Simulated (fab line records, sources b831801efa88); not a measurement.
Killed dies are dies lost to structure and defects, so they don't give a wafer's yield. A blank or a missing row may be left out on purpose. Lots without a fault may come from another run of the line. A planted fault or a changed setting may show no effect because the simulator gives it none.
fab line records | flow sky130
record lots=12 wafers=35 last_day=50
route steps=708 shown CAP2M@603 METAL4@632 VIA4@639
lots that met no fault: from a run of the same line without faults
start_h: hours from the record's first day to the start of the lot's first wafer shown | wait_h: hours since the lot's step before | " the same as in the row above | L1.1+2: a row that stands for several wafers | - no value, or no start given | * or withheld: withheld | < > ~ a bound
route shown NAME@n: a module of which the file shows steps, and the number in the route of the first | usual: mean/standard deviation of fault-free wafers | same: alike in all rows | chamber/n: place in a boat | sites: the reading at each site | _std_site: their standard deviation | _edge_site: outer sites' mean less inner sites' | radius_mm: how far each site lies from the wafer's centre | mask NAME#n: copy n | behind: the tool/chamber that last shaped the wafer | hold: why the lot was held/for how many hours/how that ended | device: the transistor (n, p or np) that didn't switch | end of line: the same wafers' tests at the end of the route | a step without rows: its recipe alone | killed: dies lost to structure and defects at the first sort, not the wafer's yield | map: a wafer's dies, x killed, . not, _ none there
set.NAME: the setting as run; set.NAME@STEP: as run at that earlier step | model.NAME: the simulator's own value behind a step, which no gauge read
steps of the route over a sample of lots; a table a step, a row a wafer
services: from which hour (start_h, from the record's first day; less than 0 if before it) a tool's chamber was out of use, for how many hours, and why
## steps
# step SKY_CAP2M_CVD_00
# recipe material=SiO2 target_thk_nm=15.5 temp_c=400 time_s=withheld rf_w=450
# usual heater_power_w=719/69
# columns lot.wafer tool chamber start_h wait_h heater_power_w
L647.1 pecvd-04 0 933.00 0.0 577
L647.3 " 1 " " 732
L647.6 " 1 " " 738
L646.1 pecvd-01 0 933.10 0.0 820
L646.5 " 1 " " 666
L646.6 " 2 " " 703
L648.3 pecvd-01 1 940.01 0.0 721
L648.4 " 2 " " 655
L648.5 " 1 " " 712
L650.1 pecvd-04 1 959.81 0.0 738
L650.3 " 0 " " 553
L650.4 " 2 " " 731
L651.3 pecvd-04 2 962.85 0.0 653
L651.5 " 1 " " 799
L651.6 " 0 " " 644
L652.2 pecvd-03 2 971.41 0.0 748
L652.3 " 1 " " 647
L652.5 " 0 " " 764
L654.4 pecvd-03 2 980.37 0.0 794
L654.5 " 0 " " 770
L663.2 pecvd-01 2 1059.21 0.0 779
L663.3 " 1 " " 768
L663.4 " 2 " " 759
L666.3 pecvd-03 0 1066.75 0.0 693
L666.4 " 2 " " 759
L666.6 " 1 " " 671
L664.3 pecvd-01 2 1068.61 0.0 754
L664.4 " 0 " " 723
L664.5 " 2 " " 753
L668.2 pecvd-01 2 1080.81 0.0 703
L668.4 " 0 " " 748
L668.5 " 2 " " 717
L669.3 pecvd-04 1 1086.23 0.0 725
L669.5 " 1 " " 756
L669.6 " 2 " " 783
# step SKY_CAP2M_OVL_MEAS_12
# usual CAP2M_OVL=0.0/1.3
# columns lot.wafer tool chamber start_h wait_h CAP2M_OVL[nm]
L647.1 overlay-02 - 957.49 0.1 -1.4
L647.3 " - " " -0.7
L647.6 " - " " -0.6
L646.1 overlay-02 - 957.79 0.1 1.6
L646.5 " - " " 1.4
L646.6 " - " " 2.6
L648.3 overlay-01 - 964.52 0.1 1.3
L648.4 " - " " -0.4
L648.5 " - " " -0.8
L650.1 overlay-01 - 984.11 0.1 -0.5
L650.3 " - " " -0.9
L650.4 " - " " -1.8
L651.3 overlay-01 - 986.91 0.1 -0.1
L651.5 " - " " 0.3
L651.6 " - " " 0.7
L652.2 overlay-01 - 994.51 0.1 -1.4
L652.3 " - " " -1.3
L652.5 " - " " -0.9
L654.4 overlay-01 - 1003.67 0.1 0.8
L654.5 " - " " -0.8
L663.2 overlay-01 - 1080.55 0.1 -0.1
L663.3 " - " " -0.5
L663.4 " - " " 0.5
L666.3 overlay-02 - 1087.42 0.1 -0.8
L666.4 " - " " 0.4
L666.6 " - " " -1.4
L664.3 overlay-01 - 1089.11 0.1 -0.5
L664.4 " - " " -0.1
L664.5 " - " " -1.0
L668.2 overlay-01 - 1101.00 0.1 0.3
L668.4 " - " " -0.6
L668.5 " - " " -1.0
L669.3 overlay-01 - 1106.16 0.1 1.7
L669.5 " - " " 3.7
L669.6 " - " " 1.4
# step SKY_METAL4_ETCH_16
# recipe chemistry=N2/H2 target=BARC ion_energy_ev=200 bias_w=100 pressure_mtorr=30 n2_flow_sccm=100 h2_flow_sccm=200 icp_w=500 stop_on=SiO2 time_s=88.2 target_depth_a=600
# usual drypump_motor_current_A=5.8/0.38 oes_product_au=0.626/0.0045 throttle_valve_pct=13.206/0.0095
# same time_s=88.2
# columns lot.wafer tool chamber start_h wait_h drypump_motor_current_A oes_product_au rf_hours_counter_h throttle_valve_pct
L647.1 rie_metal-04 1 982.67 0.0 5.2 0.628 11 13.174
L647.3 " 1 " " 5.2 0.628 - 13.203
L647.6 " 0 " " 5.8 0.619 - 13.207
L646.1 rie_metal-02 0 982.73 0.0 6.3 0.620 13 13.189
L646.5 " 0 " " 6.3 0.630 - 13.187
L646.6 " 1 " " 5.8 0.623 - 13.184
L648.3 rie_metal-02 1 989.03 0.0 5.7 0.634 - 13.198
L648.4 " 0 " " 6.3 0.627 - 13.201
L648.5 " 1 " " 5.8 0.625 - 13.216
L650.1 rie_metal-04 0 1008.44 0.0 5.7 0.615 11 13.217
L650.3 " 0 " " 5.8 0.625 - 13.192
L650.4 " 1 " " 5.2 0.630 - 13.194
L651.3 rie_metal-03 0 1011.10 0.0 6.0 0.627 - 13.198
L651.5 " 0 " " 6.0 0.624 - 13.210
L651.6 " 1 " " 5.3 0.620 - 13.207
L652.2 rie_metal-04 1 1018.54 0.0 5.2 0.626 13 13.179
L652.3 " 1 " " 5.2 0.623 - 13.195
L652.5 " 1 " " 5.2 0.624 - 13.211
L654.4 rie_metal-03 1 1027.15 0.0 5.3 0.629 - 13.205
L654.5 " 0 " " 6.0 0.625 - 13.215
L663.2 rie_metal-02 0 1101.79 0.0 6.3 0.628 20 13.219
L663.3 " 0 " " 6.3 0.627 - 13.203
L663.4 " 1 " " 5.8 0.628 - 13.209
L666.3 rie_metal-02 0 1108.43 0.0 6.3 0.621 - 13.208
L666.4 " 1 " " 5.8 0.630 - 13.207
L666.6 " 0 " " 6.3 0.620 - 13.198
L664.3 rie_metal-03 1 1110.06 0.0 5.3 0.628 - 13.210
L664.4 " 0 " " 6.0 0.627 - 13.204
L664.5 " 1 " " 5.3 0.627 - 13.212
L668.2 rie_metal-04 0 1121.68 0.0 5.7 0.621 19 13.199
L668.4 " 1 " " 5.2 0.623 - 13.194
L668.5 " 1 " " 5.2 0.623 - 13.219
L669.3 rie_metal-02 0 1126.54 0.1 6.3 0.623 - 13.209
L669.5 " 0 " " 6.3 0.625 - 13.215
L669.6 " 0 " " 6.3 0.625 - 13.211
# step SKY_VIA4_HDPCVD_00
# recipe material=SiO2 target_thk_nm=1750 sigma_open_frac=0.3 time_s=291.7 temp_c=400 sih4_flow_sccm=60 pressure_mtorr=6
# usual run_length_s=319.5/0.5
# columns lot.wafer tool chamber start_h wait_h run_length_s
L647.1 hdpcvd-02 0 983.61 0.0 319.8
L647.3 " 2 " " 319.8
L647.6 " 1 " " 319.0
L646.1 hdpcvd-01 1 983.71 0.0 319.5
L646.5 " 1 " " 319.8
L646.6 " 0 " " 320.3
L648.3 hdpcvd-02 0 989.88 0.0 320.3
L648.4 " 2 " " 319.1
L648.5 " 1 " " 318.9
L650.1 hdpcvd-02 2 1009.33 0.0 318.9
L650.3 " 1 " " 318.6
L650.4 " 2 " " 319.1
L651.3 hdpcvd-02 1 1011.96 0.0 318.9
L651.5 " 1 " " 319.6
L651.6 " 0 " " 319.6
L652.2 hdpcvd-02 2 1019.43 0.0 319.2
L652.3 " 0 " " 320.1
L652.5 " 0 " " 319.7
L654.4 hdpcvd-02 0 1028.10 0.1 391.2
L654.5 " 1 " " 390.6
L663.2 hdpcvd-01 1 1102.72 0.0 319.3
L663.3 " 2 " " 319.6
L663.4 " 2 " " 319.3
L666.3 hdpcvd-01 0 1109.28 0.0 319.9
L666.4 " 2 " " 319.7
L666.6 " 0 " " 320.6
L664.3 hdpcvd-02 0 1110.91 0.0 319.7
L664.4 " 2 " " 319.4
L664.5 " 1 " " 318.7
L668.2 hdpcvd-02 2 1122.84 0.0 319.4
L668.4 " 1 " " 318.8
L668.5 " 2 " " 319.1
L669.3 hdpcvd-02 1 1127.54 0.0 318.5
L669.5 " 0 " " 320.2
L669.6 " 1 " " 319.1
# step SKY_VIA4_THK_MEAS_01
# recipe reads=SiO2_of_VIA4_HDPCVD_00
# usual VIA4_HDPCVD_THK=1755/19
# columns lot.wafer tool chamber start_h wait_h VIA4_HDPCVD_THK[nm]
L647.1 film_metro-04 - 983.79 0.1 1746
L647.3 " - " " 1782
L647.6 " - " " 1744
L646.1 film_metro-01 - 983.89 0.1 1765
L646.5 " - " " 1770
L646.6 " - " " 1798
L648.3 film_metro-04 - 990.08 0.1 1728
L648.4 " - " " 1744
L648.5 " - " " 1726
L650.1 film_metro-03 - 1009.51 0.1 1766
L650.3 " - " " 1745
L650.4 " - " " 1738
L651.3 film_metro-03 - 1012.24 0.2 1760
L651.5 " - " " 1735
L651.6 " - " " 1729
L652.2 film_metro-03 - 1019.62 0.1 1768
L652.3 " - " " 1752
L652.5 " - " " 1742
L654.4 film_metro-01 - 1028.22 0.0 2204
L654.5 " - " " 2192
L663.2 film_metro-03 - 1102.91 0.1 1757
L663.3 " - " " 1730
L663.4 " - " " 1704
L666.3 film_metro-04 - 1109.48 0.1 1759
L666.4 " - " " 1714
L666.6 " - " " 1755
L664.3 film_metro-03 - 1111.11 0.1 1756
L664.4 " - " " 1774
L664.5 " - " " 1766
L668.2 film_metro-04 - 1123.03 0.1 1757
L668.4 " - " " 1745
L668.5 " - " " 1756
L669.3 film_metro-04 - 1127.74 0.1 1782
L669.5 " - " " 1760
L669.6 " - " " 1759
## services
# columns tool chamber start_h hours kind
pecvd-03 - 928.16 15.5 repair
hdpcvd-02 - 928.87 1.3 repair
hdpcvd-02 - 950.25 15.0 pm
hdpcvd-02 0 950.25 15.0 vent_cycle
hdpcvd-02 1 950.25 15.0 vent_cycle
hdpcvd-02 0 966.02 5.1 repair
pecvd-01 0 974.87 8.4 repair
rie_metal-04 1 977.30 1.7 repair
rie_metal-02 - 978.75 0.7 repair
hdpcvd-01 - 987.20 1.2 repair
pecvd-04 - 991.86 0.5 repair
hdpcvd-01 - 1010.41 2.8 pm
pecvd-03 2 1013.44 9.0 repair
pecvd-04 - 1016.38 0.7 repair
pecvd-04 - 1021.32 4.3 pm
hdpcvd-01 - 1038.80 3.2 repair
hdpcvd-01 0 1066.69 12.1 repair
hdpcvd-02 - 1076.59 14.6 pm
pecvd-01 - 1085.72 6.0 pm
rie_metal-03 0 1087.52 16.6 repair
pecvd-04 0 1100.56 10.9 repair
rie_metal-04 - 1111.81 2.8 pm
rie_metal-02 1 1113.41 20.3 repair
pecvd-01 - 1117.57 28.1 pm
## key
first_sign step=SKY_VIA4_HDPCVD_00 reading=run_length_s direction=up sigmas=99+ usual=* struck=*
effect step=SKY_VIA4_THK_MEAS_01 reading=VIA4_HDPCVD_THK direction=up sigmas=24 usual=1755 struck=2198
met_at SKY_VIA4_HDPCVD_00
struck_lots L654
struck_wafers L654.4,L654.5
not_acting_at SKY_CAP2M_CVD_00,SKY_CAP2M_OVL_MEAS_12,SKY_METAL4_ETCH_16
onset_between 1019.43 1028.10
fault kind=process_parameter_drift tool=hdpcvd-02 chamber=- onset_h=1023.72 steps=SKY_VIA4_HDPCVD_00 channel=time_s offset=* shape=step end_h=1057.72 scope=struck_wafers_only acts_in=* stated=*
